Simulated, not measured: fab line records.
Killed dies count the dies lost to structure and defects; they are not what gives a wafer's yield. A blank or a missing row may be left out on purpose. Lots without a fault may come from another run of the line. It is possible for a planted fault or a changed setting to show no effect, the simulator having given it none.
Which of the tools did it? :: flow gf180mcu :: 33 wafers from 11 lots sampled at 4 of the route's 602 steps

== WHAT THE GAUGES READ, wafer by wafer ==
GF_STI_THK_MEAS_04.
lot: L273
measured: day 1 14:34
on: film metro-02
STI_CVD_03_THK (nm): 204.6 206.2 205.1

lot: L275
measured: day 2 01:25
on: film metro-02
STI_CVD_03_THK (nm): 207.6 209.7 209.1

lot: L278
measured: day 2 16:19
on: film metro-03
STI_CVD_03_THK (nm): 208.0 206.2 205.1

lot: L280
measured: day 3 00:35
on: film metro-03
STI_CVD_03_THK (nm): 209.6 209.3 209.8

lot: L281
measured: day 3 05:37
on: film metro-03
STI_CVD_03_THK (nm): 207.0 209.8 208.5

lot: L282
measured: day 3 10:34
on: film metro-03
STI_CVD_03_THK (nm): 205.4 206.3 205.6

lot: L289
measured: day 4 22:22
on: film metro-01
STI_CVD_03_THK (nm): 241.2 239.2 239.6

lot: L291
measured: day 5 08:34
on: film metro-03
STI_CVD_03_THK (nm): 239.1 238.0 240.0

lot: L294
measured: day 5 22:59
on: film metro-01
STI_CVD_03_THK (nm): 207.8 207.3 208.2

lot: L295
measured: day 6 03:34
on: film metro-02
STI_CVD_03_THK (nm): 211.1 210.9 209.4

lot: L296
measured: day 6 08:34
on: film metro-01
STI_CVD_03_THK (nm): 207.6 206.0 205.0

GF_V1_CD_MEAS_14 targets a cd of 260 nm.
lot: L273
measured: day 18 05:32
on: cd sem-01
cd nm (nm): 258.9 259.1 258.6

lot: L275
measured: day 18 20:28
on: cd sem-02
cd nm (nm): 261.3 260.7 259.6

lot: L278
measured: day 20 14:34
on: cd sem-01
cd nm (nm): 259.7 260.3 260.3

lot: L280
measured: day 20 22:50
on: cd sem-01
cd nm (nm): 261.5 261.7 261.6

lot: L281
measured: day 21 06:14
on: cd sem-02
cd nm (nm): 260.7 261.1 261.0

lot: L282
measured: day 21 20:20
on: cd sem-02
cd nm (nm): 261.8 261.5 259.9

lot: L289
measured: day 24 12:34
on: cd sem-01
cd nm (nm): 258.8 258.1 258.6

lot: L291
measured: day 24 22:39
on: cd sem-02
cd nm (nm): 261.9 261.3 261.5

lot: L294
measured: day 25 17:19
on: cd sem-01
cd nm (nm): 259.9 259.2 259.0

lot: L295
measured: day 26 03:08
on: cd sem-02
cd nm (nm): 260.9 262.8 261.6

lot: L296
measured: day 26 07:22
on: cd sem-02
cd nm (nm): 258.4 258.3 260.5

== WHICH TOOL RAN EACH LOT (tool, then ch and the chambers of the sampled wafers, then the start) ==
lot: L273
GF_STI_CVD_03: lpcvd-01 ch 1, day 1 11:34
GF_STI_ETCH_13: rie diel-03 ch 0,1, day 2 02:24

lot: L275
GF_STI_CVD_03: lpcvd-01 ch 1, day 1 22:26
GF_STI_ETCH_13: rie diel-03 ch 1,2,3, day 2 13:30

lot: L278
GF_STI_CVD_03: lpcvd-02 ch 1, day 2 14:19
GF_STI_ETCH_13: rie diel-04 ch 2,3, day 3 04:59

lot: L280
GF_STI_CVD_03: lpcvd-02 ch 0, day 2 22:34
GF_STI_ETCH_13: rie diel-04 ch 1,2,3, day 3 14:14

lot: L281
GF_STI_CVD_03: lpcvd-01 ch 1, day 3 03:37
GF_STI_ETCH_13: rie diel-04 ch 1,2,3, day 3 18:26

lot: L282
GF_STI_CVD_03: lpcvd-01 ch 0, day 3 08:34
GF_STI_ETCH_13: rie diel-01 ch 0,1, day 3 23:17

lot: L289
GF_STI_CVD_03: lpcvd-01 ch 0, day 4 20:21
GF_STI_ETCH_13: rie diel-03 ch 0,2,3, day 5 11:38

lot: L291
GF_STI_CVD_03: lpcvd-01 ch 1, day 5 05:34
GF_STI_ETCH_13: rie diel-04 ch 0,1, day 5 22:29

lot: L294
GF_STI_CVD_03: lpcvd-02 ch 0, day 5 21:00
GF_STI_ETCH_13: rie diel-01 ch 0,3, day 6 14:08

lot: L295
GF_STI_CVD_03: lpcvd-02 ch 0, day 6 01:34
GF_STI_ETCH_13: rie diel-04 ch 0,1,3, day 6 18:23

lot: L296
GF_STI_CVD_03: lpcvd-02 ch 1, day 6 06:34
GF_STI_ETCH_13: rie diel-03 ch 1,2,3, day 7 00:10
- GF_STI_CVD_03: deposits Si3N4 from DCS/NH3, target thk 207.16 nm, time 3551 s.
- GF_STI_ETCH_13: etches the open film in CHF3/O2, stops on Si, target depth 282.31 nm, time 112.9 s.

== WHAT THE TOOLS THEMSELVES READ (means of the sampled wafers that have a number; where no wafer has one, the mark that the record gives instead) ==
GF_STI_CVD_03.
lot: L273
tool: lpcvd-01
spike tc bottom C (C): 790.0
spike tc centre C (C): 772.4
spike tc lower C (C): 770.6
spike tc top C (C): 783
spike tc upper C (C): 772.2
susceptor temp C (C): 769.90
zone power top pct (%): 24.7

lot: L275
tool: lpcvd-01
spike tc bottom C (C): 789.3
spike tc centre C (C): 771.0
spike tc lower C (C): 770.5
spike tc top C (C): 783
spike tc upper C (C): 771.2
susceptor temp C (C): 770.04
zone power top pct (%): 24.9

lot: L278
tool: lpcvd-02
spike tc bottom C (C): 791.7
spike tc centre C (C): 771.2
spike tc lower C (C): 769.5
spike tc top C (C): 776
spike tc upper C (C): 770.5
susceptor temp C (C): 769.88
zone power top pct (%): 25.4

lot: L280
tool: lpcvd-02
spike tc bottom C (C): 790.6
spike tc centre C (C): 771.2
spike tc lower C (C): 771.5
spike tc top C (C): 785
spike tc upper C (C): 768.9
susceptor temp C (C): 770.36
zone power top pct (%): 22.8

lot: L281
tool: lpcvd-01
spike tc bottom C (C): 790.3
spike tc centre C (C): 771.2
spike tc lower C (C): 771.0
spike tc top C (C): 783
spike tc upper C (C): 770.7
susceptor temp C (C): 770.05
zone power top pct (%): 24.6

lot: L282
tool: lpcvd-01
spike tc bottom C (C): 793.3
spike tc centre C (C): 770.4
spike tc lower C (C): 772.0
spike tc top C (C): 784
spike tc upper C (C): 771.0
susceptor temp C (C): 770.21
zone power top pct (%): 29.2

lot: L289
tool: lpcvd-01
spike tc bottom C (C): 799.1
spike tc centre C (C): 778.7
spike tc lower C (C): 779.5
spike tc top C (C): 792
spike tc upper C (C): 778.1
susceptor temp C (C): 777.72
zone power top pct (%): 29.7

lot: L291
tool: lpcvd-01
spike tc bottom C (C): 796.6
spike tc centre C (C): 779.4
spike tc lower C (C): 778.1
spike tc top C (C): 789
spike tc upper C (C): 777.8
susceptor temp C (C): 777.55
zone power top pct (%): 25.3

lot: L294
tool: lpcvd-02
spike tc bottom C (C): 788.5
spike tc centre C (C): 771.2
spike tc lower C (C): 770.2
spike tc top C (C): 785
spike tc upper C (C): 769.8
susceptor temp C (C): 769.98
zone power top pct (%): 22.8

lot: L295
tool: lpcvd-02
spike tc bottom C (C): 790.2
spike tc centre C (C): 771.6
spike tc lower C (C): 770.7
spike tc top C (C): 784
spike tc upper C (C): 769.3
susceptor temp C (C): 769.76
zone power top pct (%): 22.9

lot: L296
tool: lpcvd-02
spike tc bottom C (C): 791.2
spike tc centre C (C): 771.4
spike tc lower C (C): 768.3
spike tc top C (C): 774
spike tc upper C (C): 768.9
susceptor temp C (C): 769.49
zone power top pct (%): 25.2

GF_STI_ETCH_13.
lot: L273
tool: rie diel-03
drypump motor current A (A): 6.2
oes product au (a.u.): 0.830
throttle valve pct (%): 8.806

lot: L275
tool: rie diel-03
drypump motor current A (A): 5.7
oes product au (a.u.): 0.840
throttle valve pct (%): 8.814

lot: L278
tool: rie diel-04
drypump motor current A (A): 5.8
oes product au (a.u.): 0.830
throttle valve pct (%): 8.806

lot: L280
tool: rie diel-04
drypump motor current A (A): 5.8
oes product au (a.u.): 0.843
throttle valve pct (%): 8.814

lot: L281
tool: rie diel-04
drypump motor current A (A): 5.9
oes product au (a.u.): 0.838
throttle valve pct (%): 8.815

lot: L282
tool: rie diel-01
drypump motor current A (A): 6.3
oes product au (a.u.): 0.831
throttle valve pct (%): 8.810

lot: L289
tool: rie diel-03
drypump motor current A (A): 5.5
oes product au (a.u.): 0.907
throttle valve pct (%): 8.831

lot: L291
tool: rie diel-04
drypump motor current A (A): 5.9
oes product au (a.u.): 0.902
throttle valve pct (%): 8.828

lot: L294
tool: rie diel-01
drypump motor current A (A): 5.7
oes product au (a.u.): 0.833
throttle valve pct (%): 8.813

lot: L295
tool: rie diel-04
drypump motor current A (A): 5.8
oes product au (a.u.): 0.844
throttle valve pct (%): 8.820

lot: L296
tool: rie diel-03
drypump motor current A (A): 5.7
oes product au (a.u.): 0.830
throttle valve pct (%): 8.814

== THE ANSWER, worked out from the rows above alone ==
Rule: what is usual is taken from the lots themselves. The widest of any qualifying gaps counts: lots, ordered by their means at a reading, are off when they make up no more than a third of the lots, leave a main group of 4 or more, and stand apart from it by 3 or more times the standard deviation of that group's means. A main group is skipped when, at the precision printed for the reading in the tables above, its means are all equal. Also off: a lot with no number at a reading for which 4 or more lots have one. Where the step has rows for the other lots, those lots are counted as sound. First the gauges in route order, then the tools' own readings, where a lot's mean is used as printed above. At the first step where some lot is off, the reading lying furthest off is the one used; lots without a number count as furthest.
Off: L289, L291, seen at GF_STI_THK_MEAS_04 (STI_CVD_03_THK). Main group: mean 207.6 nm, sd 1.7.
A tool fits if, at a process step before that reading, it ran every lot that is off, and no sound lot after the first of them. The gauges at GF_STI_THK_MEAS_04 aren't tried: what is off there is off at GF_STI_CVD_03 too, on other tools, and a gauge's error can't cause that. One fits: lpcvd-01 at GF_STI_CVD_03. Its last sound lot is L282 (day 3 08:34), its first lot that is off L289 (day 4 20:21): a fault that began between those two fits.
The tool's own readings at GF_STI_CVD_03 bear it out: on the lots that are off they differ by more than 5 times the standard deviation of the sound lots' means. spike tc bottom C reads 797.9 C there against 790.6 C on the sound lots; spike tc centre C reads 779.0 C there against 771.3 C on the sound lots; spike tc lower C reads 778.8 C there against 770.5 C on the sound lots; spike tc upper C reads 778.0 C there against 770.3 C on the sound lots; susceptor temp C reads 777.63 C there against 769.96 C on the sound lots.

== WHAT WAS PUT IN BY THE SIMULATOR ==
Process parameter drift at GF_STI_CVD_03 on lpcvd-01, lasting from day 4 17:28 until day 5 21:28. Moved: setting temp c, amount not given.
Lots struck among those shown: L289, L291. Same finding as the rule above.
